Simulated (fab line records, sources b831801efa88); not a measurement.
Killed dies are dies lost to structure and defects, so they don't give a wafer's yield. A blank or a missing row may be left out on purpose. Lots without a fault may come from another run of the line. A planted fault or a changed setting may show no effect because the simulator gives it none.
A struck lot beside a sound one | flow sky130 | 18 steps out of a route of 708
Sound: wafers L445.4, L445.5, L445.6. Struck: wafers L438.4, L438.5, L438.6. The cause comes at the end.
At each step with rows: each side's tool, then ch and its chambers, then its first start. Under that, the readings that differ: sound wafers | struck wafers | difference of the means | sigmas: that difference in standard deviations of wafers without a fault.
alike: readings whose means differ by less than 2 such deviations, and words and numbers that are the same on both sides. not compared: withheld readings, readings that some wafer has no value for, bounds like >300 that may hide the same value, and numbers for which the record gives no deviation and whose values overlap.
The two part at a step that has a row with sigmas, a row that says differs or no value, or rows on one side only. Numbers that don't overlap but have no deviation are shown without sigmas and don't part them. A reading that every wafer of one side lacks parts them only if that side has two wafers or more.

first, 2 steps without rows for these wafers: SKY_VT_ADJUST_LVTN_PEB_05; SKY_VT_ADJUST_LVTN_DEVELOP_06 (develop time 60 s).
SKY_VT_ADJUST_LVTN_OVL_MEAS_07:
  sound on overlay-01, day 11 06:10; struck on overlay-02, day 9 18:28
  alike: VT_ADJUST_LVTN_OVL
then, 1 step without rows for these wafers: SKY_VT_ADJUST_LVTN_IMPLANT_08.
SKY_VT_ADJUST_LVTN_STRIP_09: strips in O2/N2.
  sound on plasma_asher-03 ch 0,1, day 11 06:22; struck on plasma_asher-04 ch 0,1, day 9 18:40
  alike: drypump_motor_current_A, o2_flow_sccm, oes_product_au, strip_time_to_endpoint_s
  not compared: rf_hours_counter_h
SKY_VT_ADJUST_LVTN_TW_MEAS_10:
  sound on film_metro-03, day 11 06:28; struck on film_metro-04, day 9 18:46
  alike: VT_ADJUST_LVTN_TW
then, 6 steps without rows for these wafers: SKY_VT_ADJUST_LVTN_DEHYDRATE_11 (time 60 s); SKY_VT_ADJUST_LVTN_HMDS_12 (prime time 60 s); SKY_VT_ADJUST_LVTN_COAT_13 (resist thk 1140 nm); SKY_VT_ADJUST_LVTN_SOFTBAKE_14 (time 60 s); SKY_VT_ADJUST_LVTN_EXPOSE_15 (exposes mask HVN STD DERIVED, target cd 600 nm); SKY_VT_ADJUST_LVTN_PEB_16.
SKY_VT_ADJUST_LVTN_DEVELOP_17: develop time 60 s.
  sound on litho_track-01 ch 0, day 12 06:34; struck on litho_track-04 ch 0, day 10 17:12
SKY_VT_ADJUST_LVTN_OVL_MEAS_18:
  sound on overlay-01, day 12 06:40; struck on overlay-01, day 10 17:17
  reading                    | sound        | struck | difference                    | sigmas
  VT_ADJUST_LVTN_01_OVL (nm) | 0.2 0.8 -0.5 | - - -  | no value on the struck wafers |
then, 1 step without rows for these wafers: SKY_VT_ADJUST_LVTN_IMPLANT_19.
SKY_VT_ADJUST_LVTN_STRIP_20: strips in O2/N2.
  sound on plasma_asher-02 ch 0,1, day 12 06:52; struck on plasma_asher-04 ch 0,1, day 10 17:29
  alike: drypump_motor_current_A, o2_flow_sccm, oes_product_au, strip_time_to_endpoint_s
  not compared: rf_hours_counter_h
SKY_VT_ADJUST_LVTN_TW_MEAS_21:
  sound on film_metro-04, day 12 06:58; struck on film_metro-03, day 10 17:49
  reading             | sound             | struck         | difference | sigmas
  VT_ADJUST_LVTN_2_TW | 186.8 186.5 185.6 | 29.9 30.2 29.9 | -156.3     | -99 or more
  not compared: hold
then, 1 step without rows for these wafers: SKY_PAD_OPEN_PROBE_99.

WHERE THEY PART
First at SKY_VT_ADJUST_LVTN_OVL_MEAS_18; last, within this record, at SKY_VT_ADJUST_LVTN_TW_MEAS_21.

WHY: what the simulator had put in
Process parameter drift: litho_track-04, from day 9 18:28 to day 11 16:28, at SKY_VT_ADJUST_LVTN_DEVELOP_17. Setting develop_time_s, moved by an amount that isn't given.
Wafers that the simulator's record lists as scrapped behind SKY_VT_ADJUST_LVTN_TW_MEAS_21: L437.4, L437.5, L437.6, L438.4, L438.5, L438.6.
